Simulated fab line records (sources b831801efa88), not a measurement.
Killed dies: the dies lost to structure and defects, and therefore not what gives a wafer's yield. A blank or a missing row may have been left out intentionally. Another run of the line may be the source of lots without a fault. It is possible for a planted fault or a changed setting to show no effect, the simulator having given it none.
Check for tools in common || flow sfq-line || 54 wafers sampled across 15 lots

== WHY THIS WAS OPENED ==
At SFQ_M0_RS_MEAS_904 the reading M0_NB_RS is flagged on 3 of 15 lots. Fault-free wafers read 0.887 ohm/sq, with a standard deviation of 0.011.
Rule: a lot gets a flag if all its wafers with a number sit over 4 standard deviations from that mean, or if no wafer of it has a number. The rest of the lots are taken to be sound.

{"lot": "L738", "measured": "day 8 08:10", "on": "film-metro-02", "M0_NB_RS (ohm/sq), wafer by wafer": "0.892 0.883 0.893", "flag": ""}
{"lot": "L741", "measured": "day 9 06:02", "on": "film-metro-01", "M0_NB_RS (ohm/sq), wafer by wafer": "0.871 0.885 0.889", "flag": ""}
{"lot": "L742", "measured": "day 9 15:38", "on": "film-metro-01", "M0_NB_RS (ohm/sq), wafer by wafer": "0.887 0.883 0.877", "flag": ""}
{"lot": "L744", "measured": "day 10 14:35", "on": "film-metro-02", "M0_NB_RS (ohm/sq), wafer by wafer": "0.878 0.872 0.871", "flag": ""}
{"lot": "L746", "measured": "day 11 01:13", "on": "film-metro-04", "M0_NB_RS (ohm/sq), wafer by wafer": "0.898 0.895 0.897", "flag": ""}
{"lot": "L748", "measured": "day 11 14:25", "on": "film-metro-04", "M0_NB_RS (ohm/sq), wafer by wafer": "0.906 0.908 0.905", "flag": ""}
{"lot": "L749", "measured": "day 11 20:27", "on": "film-metro-02", "M0_NB_RS (ohm/sq), wafer by wafer": "0.881 0.887 0.892", "flag": ""}
{"lot": "L750", "measured": "day 12 01:18", "on": "film-metro-02", "M0_NB_RS (ohm/sq), wafer by wafer": "0.479 0.476 0.482 0.478 0.476 0.483", "flag": "FLAGGED"}
{"lot": "L751", "measured": "day 12 06:07", "on": "film-metro-02", "M0_NB_RS (ohm/sq), wafer by wafer": "0.474 0.479 0.478 0.475 0.478 0.478", "flag": "FLAGGED"}
{"lot": "L752", "measured": "day 12 13:18", "on": "film-metro-01", "M0_NB_RS (ohm/sq), wafer by wafer": "0.486 0.482 0.481 0.487 0.483 0.481", "flag": "FLAGGED"}
{"lot": "L753", "measured": "day 12 23:17", "on": "film-metro-01", "M0_NB_RS (ohm/sq), wafer by wafer": "0.889 0.888 0.881", "flag": ""}
{"lot": "L756", "measured": "day 14 01:49", "on": "film-metro-04", "M0_NB_RS (ohm/sq), wafer by wafer": "0.887 0.890 0.908", "flag": ""}
{"lot": "L758", "measured": "day 14 17:01", "on": "film-metro-01", "M0_NB_RS (ohm/sq), wafer by wafer": "0.873 0.882 0.871", "flag": ""}
{"lot": "L760", "measured": "day 15 12:43", "on": "film-metro-04", "M0_NB_RS (ohm/sq), wafer by wafer": "0.888 0.890 0.897", "flag": ""}
{"lot": "L761", "measured": "day 15 15:58", "on": "film-metro-02", "M0_NB_RS (ohm/sq), wafer by wafer": "0.887 0.869 0.888", "flag": ""}
The numbers of the flagged lots are 0.480 ohm/sq on average: -0.407 ohm/sq against the usual, or -37 standard deviations.

== WHICH TOOL EACH LOT WENT THROUGH ==
The record holds 1 process step before the reading, out of a route of 325 steps. Cell contents, in order: the tool; ch with the chambers the sampled wafers went through; the start.
{"lot": "L738", "flag": "", "SFQ_TRILAYER_M0_DEP_SPUTTER_019": "pvd-sputter-05, day 8 08:05"}
{"lot": "L741", "flag": "", "SFQ_TRILAYER_M0_DEP_SPUTTER_019": "pvd-sputter-05, day 9 05:55"}
{"lot": "L742", "flag": "", "SFQ_TRILAYER_M0_DEP_SPUTTER_019": "pvd-sputter-04, day 9 15:32"}
{"lot": "L744", "flag": "", "SFQ_TRILAYER_M0_DEP_SPUTTER_019": "pvd-sputter-04, day 10 14:29"}
{"lot": "L746", "flag": "", "SFQ_TRILAYER_M0_DEP_SPUTTER_019": "pvd-sputter-04, day 11 01:07"}
{"lot": "L748", "flag": "", "SFQ_TRILAYER_M0_DEP_SPUTTER_019": "pvd-sputter-03, day 11 14:19"}
{"lot": "L749", "flag": "", "SFQ_TRILAYER_M0_DEP_SPUTTER_019": "pvd-sputter-05, day 11 20:19"}
{"lot": "L750", "flag": "FLAGGED", "SFQ_TRILAYER_M0_DEP_SPUTTER_019": "pvd-sputter-05, day 12 01:13"}
{"lot": "L751", "flag": "FLAGGED", "SFQ_TRILAYER_M0_DEP_SPUTTER_019": "pvd-sputter-05, day 12 06:02"}
{"lot": "L752", "flag": "FLAGGED", "SFQ_TRILAYER_M0_DEP_SPUTTER_019": "pvd-sputter-05, day 12 13:13"}
{"lot": "L753", "flag": "", "SFQ_TRILAYER_M0_DEP_SPUTTER_019": "pvd-sputter-03, day 12 23:11"}
{"lot": "L756", "flag": "", "SFQ_TRILAYER_M0_DEP_SPUTTER_019": "pvd-sputter-03, day 14 01:41"}
{"lot": "L758", "flag": "", "SFQ_TRILAYER_M0_DEP_SPUTTER_019": "pvd-sputter-04, day 14 16:53"}
{"lot": "L760", "flag": "", "SFQ_TRILAYER_M0_DEP_SPUTTER_019": "pvd-sputter-05, day 15 12:38"}
{"lot": "L761", "flag": "", "SFQ_TRILAYER_M0_DEP_SPUTTER_019": "pvd-sputter-04, day 15 15:52"}
What these steps do:
- SFQ_TRILAYER_M0_DEP_SPUTTER_019: material Nb, target thk 200 nm, time 133.3 s.
- SFQ_M0_RS_MEAS_904: measures by four-point-probe.

== FLAGGED AGAINST TOTAL, ONE TOOL AT A TIME (gauges that did the reading follow at the end) ==
{"step": "SFQ_TRILAYER_M0_DEP_SPUTTER_019", "tool": "pvd-sputter-03", "lots run": 3, "flagged": 0, "share of the flagged lots": "none", "sound lots run after its first flagged lot": "-"}
{"step": "SFQ_TRILAYER_M0_DEP_SPUTTER_019", "tool": "pvd-sputter-04", "lots run": 5, "flagged": 0, "share of the flagged lots": "none", "sound lots run after its first flagged lot": "-"}
{"step": "SFQ_TRILAYER_M0_DEP_SPUTTER_019", "tool": "pvd-sputter-05", "lots run": 7, "flagged": 3, "share of the flagged lots": "all", "sound lots run after its first flagged lot": "1 (L760)"}
{"step": "SFQ_M0_RS_MEAS_904", "tool": "film-metro-01", "lots run": 5, "flagged": 1, "share of the flagged lots": "some", "sound lots run after its first flagged lot": "2 (L753,L758)"}
{"step": "SFQ_M0_RS_MEAS_904", "tool": "film-metro-02", "lots run": 6, "flagged": 2, "share of the flagged lots": "some", "sound lots run after its first flagged lot": "1 (L761)"}
{"step": "SFQ_M0_RS_MEAS_904", "tool": "film-metro-04", "lots run": 4, "flagged": 0, "share of the flagged lots": "none", "sound lots run after its first flagged lot": "-"}

== THE TABLE: WHAT IT ALLOWS ==
1 row of the table ran every flagged lot: pvd-sputter-05 at SFQ_TRILAYER_M0_DEP_SPUTTER_019.
- pvd-sputter-05 at SFQ_TRILAYER_M0_DEP_SPUTTER_019 ran 7 lots, 3 of them flagged. Lots that were sound ran on it after the first flagged one (L760); a persistent fault on the entire tool would not allow that.
No row of the table ran every flagged lot and no sound lot after the first.

== WHAT WAS PUT IN BY THE SIMULATOR ==
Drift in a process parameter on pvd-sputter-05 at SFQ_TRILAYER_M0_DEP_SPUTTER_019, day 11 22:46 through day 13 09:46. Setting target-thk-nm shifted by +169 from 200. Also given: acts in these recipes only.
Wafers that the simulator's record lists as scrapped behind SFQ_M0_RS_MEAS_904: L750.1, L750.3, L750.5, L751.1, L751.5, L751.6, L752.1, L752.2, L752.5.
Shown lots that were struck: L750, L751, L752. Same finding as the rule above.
